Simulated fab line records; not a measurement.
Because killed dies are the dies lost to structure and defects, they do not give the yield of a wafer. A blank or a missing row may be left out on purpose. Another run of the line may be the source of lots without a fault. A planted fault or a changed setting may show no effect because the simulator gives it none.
The tool behind it: which one? ; flow sky130 ; 72 wafers from 24 lots sampled at 5 of the route's 708 steps

== WHAT EACH GAUGE READ, for each wafer ==
SKY_LDD_HVN_OVL_MEAS_07.
lot;measured;on;LDD_HVN_OVL (nm)
L075;day 21 16:30;overlay-02;-0.7 -1.7 -0.7
L074;day 21 18:48;overlay-02;-0.9 -0.6 -1.0
L076;day 21 19:10;overlay-02;-1.1 -0.9 -0.1
L077;day 21 21:28;overlay-01;-1.9 0.1 1.1
L078;day 22 13:23;overlay-02;0.4 0.1 1.0
L079;day 23 01:10;overlay-01;-0.9 0.1 1.9
L080;day 23 05:52;overlay-02;0.9 -0.7 -1.0
L082;day 23 09:30;overlay-01;0.5 0.2 0.3
L081;day 23 10:01;overlay-02;0.5 -0.8 0.9
L083;day 24 00:28;overlay-01;-1.5 -1.7 -0.2
L084;day 24 13:32;overlay-01;1.9 -0.1 0.7
L085;day 24 15:33;overlay-02;0.9 0.7 0.9
L086;day 25 01:43;overlay-01;-0.5 1.1 0.6
L087;day 25 06:16;overlay-02;-0.4 0.5 0.0
L088;day 25 13:46;overlay-02;-1.7 -2.0 -2.7
L089;day 25 18:24;overlay-02;-1.1 -3.6 -0.5
L090;day 25 22:52;overlay-01;1.7 0.1 -0.8
L091;day 26 09:52;overlay-02;-0.4 -0.2 1.4
L092;day 26 22:44;overlay-01;0.0 -0.9 -1.5
L093;day 27 04:27;overlay-01;-1.6 -2.1 -0.3
L094;day 27 16:34;overlay-01;0.5 2.9 1.1
L095;day 28 06:21;overlay-01;0.2 0.4 0.9
L097;day 28 07:57;overlay-01;-1.9 -1.5 0.6
L096;day 28 10:27;overlay-02;-0.8 0.7 -1.4

SKY_LI_CONTACT_THK_MEAS_01.
lot;measured;on;LI_CONTACT_HDPCVD_THK (nm)
L075;day 29 08:43;filmMetro-01;913 917 919
L074;day 29 10:40;filmMetro-01;919 910 928
L076;day 29 11:05;filmMetro-04;908 917 927
L077;day 29 13:03;filmMetro-03;926 930 903
L078;day 29 23:49;filmMetro-03;905 903 906
L079;day 30 12:38;filmMetro-01;914 918 919
L080;day 30 18:17;filmMetro-01;912 902 894
L082;day 30 21:54;filmMetro-03;910 904 904
L081;day 30 21:08;filmMetro-04;913 907 907
L083;day 31 07:56;filmMetro-04;911 922 923
L084;day 31 20:49;filmMetro-01;918 912 912
L085;day 32 00:20;filmMetro-01;897 911 904
L086;day 32 07:01;filmMetro-01;924 916 925
L087;day 32 11:02;filmMetro-04;906 895 899
L088;day 32 22:29;filmMetro-03;912 883 901
L089;day 33 00:31;filmMetro-04;899 901 913
L090;day 33 05:42;filmMetro-04;914 910 932
L091;day 33 13:51;filmMetro-01;910 898 908
L092;day 34 02:15;filmMetro-01;915 906 901
L093;day 34 08:28;filmMetro-03;896 886 888
L094;day 34 20:50;filmMetro-01;908 904 905
L095;day 35 06:43;filmMetro-01;908 899 915
L097;day 35 09:47;filmMetro-03;906 913 916
L096;day 35 13:02;filmMetro-04;902 898 907

SKY_LOCAL_INTERCONNECT_RS_MEAS_01: a four-point-probe measurement.
lot;measured;on;LOCAL_INTERCONNECT_TIN_RS (ohm/sq)
L075;day 30 14:57;filmMetro-03;14.27 14.14 14.12
L074;day 30 17:02;filmMetro-02;14.49 14.40 14.45
L076;day 30 17:09;filmMetro-01;14.46 14.17 14.01
L077;day 30 19:04;filmMetro-03;14.27 14.27 13.92
L078;day 31 05:10;filmMetro-03;14.21 14.20 13.90
L079;day 31 17:21;filmMetro-01;13.88 14.20 14.09
L080;day 31 23:31;filmMetro-01;14.16 14.05 14.10
L082;day 32 03:05;filmMetro-02;14.02 13.98 14.17
L081;day 32 02:13;filmMetro-01;14.24 14.00 14.04
L083;day 32 13:03;filmMetro-03;14.18 14.40 14.25
L084;day 33 02:29;filmMetro-01;14.12 14.38 14.13
L085;day 33 06:29;filmMetro-03;14.36 14.31 14.18
L086;day 33 11:46;filmMetro-02;14.10 14.11 14.22
L087;day 33 16:20;filmMetro-03;14.20 14.25 13.94
L088;day 34 03:40;filmMetro-01;14.21 14.12 14.22
L089;day 34 05:20;filmMetro-02;13.89 14.20 13.92
L090;day 34 10:23;filmMetro-02;13.94 14.32 13.96
L091;day 34 18:09;filmMetro-01;14.39 14.16 14.46
L092;day 35 06:28;filmMetro-03;14.13 14.16 14.02
L093;day 35 13:18;filmMetro-02;13.94 13.97 13.98
L094;day 36 01:32;filmMetro-03;14.09 14.07 14.01
L095;day 36 11:00;filmMetro-02;14.00 13.98 14.15
L097;day 36 13:55;filmMetro-01;14.23 14.34 14.25
L096;day 36 17:58;filmMetro-02;14.11 14.16 13.80

SKY_LOCAL_INTERCONNECT_CD_MEAS_11 targets a cd of 170 nm.
lot;measured;on;cdNm (nm)
L075;day 31 18:23;cdSem-01;166.1 168.3 168.5
L074;day 31 20:33;cdSem-01;171.5 170.7 172.1
L076;day 31 20:55;cdSem-01;168.7 168.6 168.9
L077;day 31 23:04;cdSem-02;171.5 172.1 173.3
L078;day 32 08:44;cdSem-02;168.6 167.4 169.6
L079;day 32 20:16;cdSem-01;170.2 169.0 169.6
L080;day 33 03:23;cdSem-02;172.2 172.3 171.9
L082;day 33 06:50;cdSem-02;170.5 170.2 170.2
L081;day 33 06:13;cdSem-02;168.5 166.8 166.7
L083;day 33 17:17;cdSem-02;169.7 170.0 169.6
L084;day 34 05:16;cdSem-02;168.7 169.8 170.1
L085;day 34 09:57;cdSem-01;168.9 169.2 170.8
L086;day 34 14:17;cdSem-02;172.1 172.1 172.1
L087;day 34 18:57;cdSem-02;169.9 168.6 171.0
L088;day 35 06:38;cdSem-02;170.5 168.2 171.1
L089;day 35 08:06;cdSem-02;168.8 170.6 170.5
L090;day 35 12:54;cdSem-02;168.2 169.0 167.8
L091;day 35 20:34;cdSem-01;168.4 168.1 168.2
L092;day 36 08:46;cdSem-01;172.4 171.9 172.3
L093;day 36 15:47;cdSem-02;169.7 169.7 170.5
L094;day 37 04:38;cdSem-02;170.2 170.2 171.7
L095;day 37 14:28;cdSem-02;173.1 172.2 173.0
L097;day 37 16:49;cdSem-01;169.1 168.8 169.2
L096;day 37 20:44;cdSem-01;170.1 170.6 171.2

== WHICH TOOL RAN EACH LOT (tool, then ch and the chambers of the sampled wafers, then the start) ==
lot;SKY_POLY_GATE_ETCH_17
L075;rieSi-01 ch 0,2, day 17 16:04
L074;rieSi-02 ch 1,2, day 17 18:31
L076;rieSi-01 ch 0,3, day 17 18:45
L077;rieSi-01 ch 0,1,3, day 17 22:23
L078;rieSi-01 ch 0,2,3, day 18 13:32
L079;rieSi-02 ch 1,2,3, day 19 01:19
L080;rieSi-02 ch 0,2,3, day 19 05:57
L082;rieSi-02 ch 0,1,3, day 19 09:31
L081;rieSi-01 ch 0,1, day 19 11:46
L083;rieSi-01 ch 0,2,3, day 20 02:43
L084;rieSi-02 ch 0,1,2, day 20 15:20
L085;rieSi-01 ch 1,2,3, day 20 17:56
L086;rieSi-02 ch 1,2,3, day 21 04:30
L087;rieSi-01 ch 0,2,3, day 21 09:26
L088;rieSi-02 ch 0,1, day 21 15:39
L089;rieSi-01 ch 2,3, day 21 22:02
L090;rieSi-02 ch 0,2, day 22 04:02
L091;rieSi-01 ch 1,2,3, day 22 14:23
L092;rieSi-02 ch 0,2,3, day 23 03:33
L093;rieSi-01 ch 1,3, day 23 09:27
L094;rieSi-02 ch 0,1, day 23 21:18
L095;rieSi-01 ch 0,1,3, day 24 10:47
L097;rieSi-02 ch 0,1,3, day 24 13:59
L096;rieSi-01 ch 0,2,3, day 24 15:52
- SKY_POLY_GATE_ETCH_17: etches poly-Si in HBr/Cl2, stops on SiO2, target depth 180 nm, time 70.5 s.

== WHAT THE TOOLS THEMSELVES READ (means of the sampled wafers that have a number; where no wafer has one, the mark that the record gives instead) ==
SKY_POLY_GATE_ETCH_17.
lot;tool;drypumpMotorCurrentA (A);oesProductAu (a.u.);throttleValvePct (%)
L075;rieSi-01;5.2;0.993;33.681
L074;rieSi-02;5.2;0.990;33.677
L076;rieSi-01;5.4;0.995;33.682
L077;rieSi-01;5.6;0.982;33.676
L078;rieSi-01;5.5;0.999;33.681
L079;rieSi-02;5.4;0.979;33.689
L080;rieSi-02;5.6;0.981;33.672
L082;rieSi-02;5.9;0.985;33.677
L081;rieSi-01;5.3;0.994;33.681
L083;rieSi-01;5.5;0.985;33.683
L084;rieSi-02;5.8;0.985;33.684
L085;rieSi-01;5.7;0.994;33.682
L086;rieSi-02;5.4;0.982;33.683
L087;rieSi-01;5.5;0.988;33.690
L088;rieSi-02;6.3;0.993;33.680
L089;rieSi-01;5.6;0.982;33.680
L090;rieSi-02;6.0;0.989;33.686
L091;rieSi-01;5.7;0.982;33.697
L092;rieSi-02;5.6;0.985;33.682
L093;rieSi-01;5.8;0.987;33.679
L094;rieSi-02;6.1;0.986;33.686
L095;rieSi-01;5.6;0.982;33.685
L097;rieSi-02;5.9;0.983;33.680
L096;rieSi-01;5.5;0.985;33.686

== THE ANSWER, worked out from the rows above alone ==
Rule: the usual values come from the lots themselves. Put in order of their means at a reading, lots are off if they are a third of the lots or fewer, leave a main group of 4 or more, and stand apart from it by a gap of 3 or more times the standard deviation of the main group's means; of several such gaps the widest counts. A main group whose means are all the same, to the digits that the tables above print for the reading, isn't used. Also off: a lot with no number at a reading for which 4 or more lots have one. All remaining lots with rows at the step are treated as sound. Order of review: gauges by route order, followed by the tools' own readings, for which a lot's mean as printed above is used. The first step at which some lot is off is used, and at that step the reading that is off furthest; a lot without a number counts as furthest.
None of the lots is off at any reading shown; this tells nothing.

== WHAT THE SIMULATOR PUT IN ==
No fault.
